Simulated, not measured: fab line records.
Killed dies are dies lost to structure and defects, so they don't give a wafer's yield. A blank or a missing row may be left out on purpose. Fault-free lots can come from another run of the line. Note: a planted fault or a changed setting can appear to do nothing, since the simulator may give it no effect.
Which of the tools did it? || flow gf180mcu || 11 lots with 33 wafers sampled at 3 steps, on a route of 602 steps

WHAT EACH GAUGE READ, for each wafer
GF_V3_RS_MEAS_24: uses a four-point probe to measure.
{"lot": "L636", "measured": "day 22 07:07", "on": "film metro-01", "V3_W_RS (ohm/sq)": "0.3305 0.3278 0.3264"}
{"lot": "L637", "measured": "day 22 19:08", "on": "film metro-01", "V3_W_RS (ohm/sq)": "0.3265 0.3260 0.3279"}
{"lot": "L638", "measured": "day 23 17:01", "on": "film metro-02", "V3_W_RS (ohm/sq)": "0.3304 0.3233 0.3323"}
{"lot": "L640", "measured": "day 24 09:14", "on": "film metro-02", "V3_W_RS (ohm/sq)": "0.3291 0.3287 0.3290"}
{"lot": "L643", "measured": "day 25 10:41", "on": "film metro-02", "V3_W_RS (ohm/sq)": "0.3275 0.3305 0.3274"}
{"lot": "L644", "measured": "day 25 15:05", "on": "film metro-02", "V3_W_RS (ohm/sq)": "0.3292 0.3314 0.3296"}
{"lot": "L646", "measured": "day 26 08:43", "on": "film metro-02", "V3_W_RS (ohm/sq)": "0.2917 0.2913 0.2899"}
{"lot": "L650", "measured": "day 27 08:24", "on": "film metro-04", "V3_W_RS (ohm/sq)": "0.2910 0.2906 0.2912"}
{"lot": "L656", "measured": "day 29 04:09", "on": "film metro-01", "V3_W_RS (ohm/sq)": "0.3303 0.3256 0.3268"}
{"lot": "L657", "measured": "day 29 06:30", "on": "film metro-01", "V3_W_RS (ohm/sq)": "0.3224 0.3221 0.3251"}
{"lot": "L659", "measured": "day 30 00:22", "on": "film metro-02", "V3_W_RS (ohm/sq)": "0.3331 0.3323 0.3340"}

WHAT TOOL EACH LOT RAN ON (gives the tool, then ch and the chambers of the sampled wafers, and finally the start)
{"lot": "L636", "GF_M3_SPUTTER_02": "pvd sputter-01, day 20 05:41", "GF_V3_CVD_23": "cvd w-01 ch 0,1, day 22 06:58"}
{"lot": "L637", "GF_M3_SPUTTER_02": "pvd sputter-02, day 20 17:23", "GF_V3_CVD_23": "cvd w-01 ch 0,1, day 22 19:01"}
{"lot": "L638", "GF_M3_SPUTTER_02": "pvd sputter-02, day 21 19:21", "GF_V3_CVD_23": "cvd w-01 ch 0,1, day 23 16:55"}
{"lot": "L640", "GF_M3_SPUTTER_02": "pvd sputter-03, day 22 03:15", "GF_V3_CVD_23": "cvd w-01 ch 0,1, day 24 09:08"}
{"lot": "L643", "GF_M3_SPUTTER_02": "pvd sputter-01, day 23 13:26", "GF_V3_CVD_23": "cvd w-02 ch 0,1, day 25 10:34"}
{"lot": "L644", "GF_M3_SPUTTER_02": "pvd sputter-03, day 23 16:46", "GF_V3_CVD_23": "cvd w-02 ch 0,1, day 25 14:56"}
{"lot": "L646", "GF_M3_SPUTTER_02": "pvd sputter-02, day 24 11:38", "GF_V3_CVD_23": "cvd w-02 ch 0,1, day 26 08:36"}
{"lot": "L650", "GF_M3_SPUTTER_02": "pvd sputter-02, day 25 12:08", "GF_V3_CVD_23": "cvd w-02 ch 1, day 27 08:17"}
{"lot": "L656", "GF_M3_SPUTTER_02": "pvd sputter-01, day 27 09:39", "GF_V3_CVD_23": "cvd w-01 ch 0, day 29 04:01"}
{"lot": "L657", "GF_M3_SPUTTER_02": "pvd sputter-01, day 27 12:48", "GF_V3_CVD_23": "cvd w-01 ch 0, day 29 06:22"}
{"lot": "L659", "GF_M3_SPUTTER_02": "pvd sputter-01, day 28 07:26", "GF_V3_CVD_23": "cvd w-01 ch 0,1, day 30 00:14"}
- GF_M3_SPUTTER_02: material AlCu, target thk 450 nm, time 23.9 s.
- GF_V3_CVD_23: deposits W, target thk 350 nm, time 104.9 s.

THE ANSWER, worked out from the rows above alone
Rule: the usual values come from the lots themselves. Put in order of their means at a reading, lots are off if they are a third of the lots or fewer, leave a main group of 4 or more, and stand apart from it by a gap of 3 or more times the standard deviation of the main group's means; of several such gaps the widest counts. A main group is skipped when, at the precision printed for the reading in the tables above, its means are all equal. A lot without any number at a reading at which 4 lots or more have one is off too. All remaining lots with rows at the step are treated as sound.
Off: at GF_V3_RS_MEAS_24 (V3_W_RS), L646, L650. The main group: mean 0.3283 ohm/sq, standard deviation 0.0025.
If a tool, at a process step before that reading, ran all the lots that are off and no sound lot after the first of them, it fits. The gauges at GF_V3_RS_MEAS_24 are tried like those tools. 2 tools fit, pvd sputter-02 at GF_M3_SPUTTER_02 and cvd w-02 at GF_V3_CVD_23, so this cannot tell which one it is.

WHAT WAS PUT IN BY THE SIMULATOR
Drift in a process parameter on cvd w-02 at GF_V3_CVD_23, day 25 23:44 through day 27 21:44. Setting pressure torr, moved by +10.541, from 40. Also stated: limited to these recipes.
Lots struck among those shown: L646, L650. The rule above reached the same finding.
